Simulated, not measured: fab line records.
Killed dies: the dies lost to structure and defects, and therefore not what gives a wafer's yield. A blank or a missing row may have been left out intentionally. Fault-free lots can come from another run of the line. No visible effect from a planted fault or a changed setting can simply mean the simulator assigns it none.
Comparing a struck lot with a sound one / flow gf180mcu / 14 out of 602 route steps
Sound: these wafers, L411.1, L411.3, L411.4. Wafers L418.1, L418.2, L418.6 were the ones struck. The cause comes at the end.
At each step with rows: each side's tool, then ch and its chambers, then its first start. Under that, the readings that differ: sound wafers / struck wafers / difference of the means / sigmas: that difference in standard deviations of wafers without a fault.
alike: readings whose means differ by less than 2 such deviations, and words and numbers that are the same on both sides. not compared: withheld readings, readings that some wafer has no value for, bounds like >300 that may hide the same value, and numbers for which the record gives no deviation and whose values overlap.
A row with sigmas, a row that says differs or no value, or rows on one side alone: a step with any of these is where the two part. When numbers do not overlap yet have no deviation, they are printed without sigmas and do not part them. A reading missing from all wafers of one side parts the sides only when that side holds two or more wafers.

first, 2 steps without rows for these wafers: GF_M1_CLEAN_19 (cleans in DIW); GF_V1_CVD_00 (deposits SiO2, target thk 600 nm, time 102.8 s).
GF_V1_THK_MEAS_01:
  sound on filmMetro-02, day 20 03:15; struck on filmMetro-02, day 23 07:58
  alike: V1_CVD_00_THK
GF_V1_CVD_02: deposits SiO2 from TEOS, target thk 850 nm, time 94.851 s.
  sound on pecvd-03 ch 0,1, day 20 03:19; struck on pecvd-01 ch 0,1,2, day 23 08:02
reading=heaterPowerW (W); sound=553 483 492; struck=867 768 640; difference=+249; sigmas=+2
  alike: rfFwdPowerW, susceptorTempC
  not compared: sinceWetCleanH
GF_V1_THK_MEAS_03:
  sound on filmMetro-01, day 20 03:23; struck on filmMetro-01, day 23 08:06
  alike: V1_CVD_02_THK
GF_V1_CMP_04: polishes SiO2.
  sound on cmp-01 ch 0,1,3, day 20 03:26; struck on cmp-02 ch 0,2, day 23 08:10
  alike: edgeZonePressureFrac, motorCurrentA, timeToEndpointS
GF_V1_BOW_MEAS_05:
  sound on filmMetro-03, day 20 03:44; struck on filmMetro-03, day 23 08:30
  alike: V1_BOW
then, 5 steps without rows for these wafers: GF_V1_DEHYDRATE_06 (time 60 s); GF_V1_HMDS_07 (prime time 60 s); GF_V1_COAT_08; GF_V1_COAT_09 (resist thk 1000 nm); GF_V1_SOFTBAKE_10 (time 60 s).
GF_V1_EXPOSE_11: exposes mask Via1, target cd 260 nm.
  struck on krfScanner-01, day 23 19:28; sound on krfScanner-01 ch 0, day 20 15:33
  no value came back on the struck wafers for exposureDoseMJCm2, focusOffsetNm (nm), stageVelMmS (mm/s); on the sound wafers exposureDoseMJCm2 reads 38.00 38.07 38.06
  alike: mask
then, 1 step without rows for these wafers: GF_V1_PEB_12 (peb time 90 s).

== WHERE THEY PART ==
Last at GF_V1_EXPOSE_11 as far as this record goes, first at GF_V1_CVD_02.

WHY: what the simulator had put in
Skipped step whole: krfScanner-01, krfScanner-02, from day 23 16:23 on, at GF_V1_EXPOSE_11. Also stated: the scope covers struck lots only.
